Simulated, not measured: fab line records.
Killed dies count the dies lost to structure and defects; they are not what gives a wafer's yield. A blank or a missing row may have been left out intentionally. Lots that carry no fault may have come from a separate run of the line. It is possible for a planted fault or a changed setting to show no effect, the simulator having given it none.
A struck lot beside a sound one    flow sky130    42 out of 708 route steps
Sound: wafers L294.3, L294.5, L294.6. The struck wafers were L303.1, L303.4, L303.6. The cause is given at the end.
At each step with rows: each side's tool, then ch and its chambers, then its first start. Under that, the readings that differ: sound wafers    struck wafers    difference of the means    sigmas: that difference in standard deviations of wafers without a fault.
alike: words and numbers the same on both sides, and readings whose means are apart by under 2 such deviations; not compared: readings that were withheld, readings missing a value for some wafer, numbers with overlapping values and no deviation given by the record, and bounds like >300 which may hide the same value.
Wherever a step has rows on one side only, a row that says differs or no value, or a row with sigmas, the two part there. When numbers do not overlap yet have no deviation, they are printed without sigmas and do not part them. A reading that every wafer of one side lacks parts them only if that side has two wafers or more.

SKY_METAL5_THK_MEAS_06: measures by xrf.
  sound on film metro-01 at day 44 11:35; struck on film metro-01 at day 47 00:23
  alike: METAL5_ALCU_THK
then, 8 steps without rows for these wafers: SKY_METAL5_DEHYDRATE_07 (time 60 s); SKY_METAL5_HMDS_08 (prime time 60 s); SKY_METAL5_COAT_09 (resist thk 1800 nm); SKY_METAL5_SOFTBAKE_10 (time 60 s); SKY_METAL5_EXPOSE_11 (exposes mask MM5, target cd 1600 nm); SKY_METAL5_PEB_12; SKY_METAL5_DEVELOP_13 (develop time 60 s); SKY_METAL5_DESCUM_14 (chemistry O2, time 11 s).
SKY_METAL5_METAL_ETCH_15: etches the open film in Cl2/BCl3, stops on SiO2, target depth 1260 nm, time 252 s.
  sound on rie metal-04 ch 0,1, day 45 09:09; struck on rie metal-03 ch 0,1, day 47 19:18
  alike: drypump motor current A, oes product au, throttle valve pct
  not compared: rf hours counter h
then, 2 steps without rows for these wafers: SKY_METAL5_STRIP_16 (strips in O2/N2); SKY_METAL5_STRIP_17 (strips in post etch residue remover, time 1200 s).
SKY_METAL5_CLEAN_18: cleans in IPA, time 180 s.
  sound on wet bench-04 ch 2, day 45 09:45; struck on wet bench-03 ch 2, day 47 19:59
then, 2 steps without rows for these wafers: SKY_METAL5_CLEAN_19 (cleans in O3/DIW); SKY_PASSIVATION_CVD_00 (deposits SiO2, target thk 90 nm).
SKY_PASSIVATION_THK_MEAS_01:
  sound on film metro-04 at day 45 09:57; struck on film metro-04 at day 47 20:10
  alike: PASSIVATION_CVD_00_THK
SKY_PASSIVATION_CVD_02: deposits Si3N4, target thk 540 nm.
  sound on pecvd-04 ch 0,1, day 45 09:59; struck on pecvd-01 ch 0,1, day 47 20:14
  alike: heater power outer w, heater power w
SKY_PASSIVATION_THK_MEAS_03:
  sound on film metro-04 at day 45 10:14; struck on film metro-03 at day 47 20:28
  alike: PASSIVATION_CVD_02_THK
then, 7 steps without rows for these wafers: SKY_PASSIVATION_DEHYDRATE_04 (time 60 s); SKY_PASSIVATION_HMDS_05 (prime time 60 s); SKY_PASSIVATION_COAT_06 (resist thk 3000 nm); SKY_PASSIVATION_SOFTBAKE_07; SKY_PASSIVATION_EXPOSE_08 (exposes mask NSM, target cd 3000 nm); SKY_PASSIVATION_PEB_09; SKY_PASSIVATION_DEVELOP_10 (develop time 60 s).
SKY_PASSIVATION_ETCH_11: etches the open film in CF4/O2, stops on AlCu, target depth 725 nm, time 161.1 s.
  sound on rie diel-01 ch 2,3, day 46 06:47; struck on rie diel-01 ch 0,2,3, day 48 15:37
  alike: drypump motor current A, oes product au, throttle valve pct
  not compared: rf hours counter h
SKY_PASSIVATION_STRIP_12: strips in O2/N2.
  sound on plasma asher-02 ch 0,1, day 46 06:56; struck on plasma asher-01 ch 1, day 48 15:43
  alike: drypump motor current A, oes product au, strip time to endpoint s
  not compared: rf hours counter h
then, 7 steps without rows for these wafers: SKY_PAD_OPEN_DEHYDRATE_00 (time 60 s); SKY_PAD_OPEN_HMDS_01 (prime time 60 s); SKY_PAD_OPEN_COAT_02 (resist thk 3000 nm); SKY_PAD_OPEN_SOFTBAKE_03; SKY_PAD_OPEN_EXPOSE_04 (exposes mask PDM, target cd 60000 nm); SKY_PAD_OPEN_PEB_05; SKY_PAD_OPEN_DEVELOP_06 (develop time 60 s).
SKY_PAD_OPEN_ETCH_07: etches the open film in CF4/O2, stops on AlCu, target depth 725 nm, time 161.1 s.
  sound on rie diel-04 ch 1,2,3, day 47 03:49; struck on rie diel-04 ch 1,2, day 49 09:11
  alike: drypump motor current A, oes product au, throttle valve pct
  not compared: rf hours counter h
then, 5 steps without rows for these wafers: SKY_PAD_OPEN_STRIP_08 (strips in O2/N2); SKY_PAD_OPEN_STRIP_09 (strips in post etch residue remover, time 1200 s); SKY_PAD_OPEN_CLEAN_10 (cleans in IPA, time 180 s); SKY_PAD_OPEN_CLEAN_11 (cleans in O3/DIW); SKY_PAD_OPEN_ANNEAL_12.
SKY_PAD_OPEN_BOW_MEAS_13:
  sound on film metro-02 at day 47 06:04; struck on film metro-04 at day 49 11:26
  alike: PAD_OPEN_BOW
SKY_PAD_OPEN_PROBE_99:
  sound on prober-01 at day 47 06:14; struck on prober-02 at day 49 11:33
reading                                sound                struck             difference  sigmas
defect limited yield (%)               81.5 83.1 84.1       71.3 72.6 72.0     -10.9       -5
killed_at_M4_up                        6 2 4                57 57 56           +53         +29
killed dies                            91 83 78             141 135 138        +54         +6
sort_bin_3_pad_short (%)               0.6 1.0 0.6          3.5 2.6 3.3        +2.4        +6
sort_bin_5_function (%)                11.0 9.1 11.2        16.3 17.1 17.7     +6.6        +5
sort n pass                            401 409 414          351 357 354        -54         -6
sort yield pct (%)                     81.5 83.1 84.1       71.3 72.6 72.0     -10.9       -5
model.etest.tester.sort n pass         401 409 414          351 357 354        -54         
model.etest.tester.sort yield pct (%)  81.5 83.13 84.15     71.34 72.56 71.95  -10.98      
model.etest.tester.sort_bin_5_pct (%)  10.98 9.146 11.18    16.26 17.07 17.68  +6.57       
model.etest.tester.sort_bin_3_pct (%)  0.6098 1.016 0.6098  3.455 2.642 3.252  +2.371      
  alike: killed_at_M0_to_M3, killed at contacts, killed at front end, killed at other, killed on rim, killed open, killed short, sort_bin_6_memory

== WHERE THEY PART ==
Only at SKY_PAD_OPEN_PROBE_99, as far as this record shows.

WHY: whatever the simulator had introduced
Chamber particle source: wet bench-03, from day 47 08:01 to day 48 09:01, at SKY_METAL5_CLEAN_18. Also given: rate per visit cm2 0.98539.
